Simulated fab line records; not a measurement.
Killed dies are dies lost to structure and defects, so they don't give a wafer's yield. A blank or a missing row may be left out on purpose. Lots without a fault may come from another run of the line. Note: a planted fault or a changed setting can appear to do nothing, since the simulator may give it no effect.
The tool behind it: which one? + flow sky130 + 12 lots (36 wafers sampled), 1 step of a 708-step route

WHAT THE GAUGES READ, wafer by wafer
SKY_VT_ADJUST_NCORE_OVL_MEAS_08.
| lot  | measured     | on         | VT_ADJUST_NCORE_OVL (nm) |
|------|--------------|------------|--------------------------|
| L075 | day 8 20:01  | overlay-01 | -0.9 -3.0 -1.5           |
| L077 | day 9 07:11  | overlay-01 | -1.6 0.2 -0.7            |
| L079 | day 10 23:43 | overlay-01 | 1.8 1.8 1.7              |
| L081 | day 11 02:49 | overlay-02 | 0.4 -0.1 -1.6            |
| L083 | day 12 03:32 | overlay-02 | -0.3 0.0 1.4             |
| L086 | day 13 03:56 | overlay-01 | 2.0 2.3 1.4              |
| L087 | day 13 11:38 | overlay-01 | 0.4 1.4 1.4              |
| L090 | day 13 20:29 | overlay-02 | -1.1 -3.1 -1.0           |
| L091 | day 14 09:13 | overlay-02 | 2.2 2.9 2.0              |
| L093 | day 14 14:01 | overlay-02 | -0.7 -1.9 -1.3           |
| L096 | day 15 01:23 | overlay-02 | -0.2 3.7 1.6             |
| L097 | day 15 14:08 | overlay-02 | 0.8 0.3 2.0              |

WHAT TOOL EACH LOT RAN ON (gives the tool, then ch and the chambers of the sampled wafers, and finally the start)
Record: no process step prior to these readings.

THE ANSWER, worked out from the rows above alone
Rule: the usual values come from the lots themselves. Put in order of their means at a reading, lots are off if they are a third of the lots or fewer, leave a main group of 4 or more, and stand apart from it by a gap of 3 or more times the standard deviation of the main group's means; of several such gaps the widest counts. A main group is skipped when, at the precision printed for the reading in the tables above, its means are all equal. A lot without any number at a reading at which 4 lots or more have one is off too. All remaining lots with rows at the step are treated as sound.
No lot is off on any of the readings shown, so nothing can be concluded from this.

WHAT WAS PUT IN BY THE SIMULATOR
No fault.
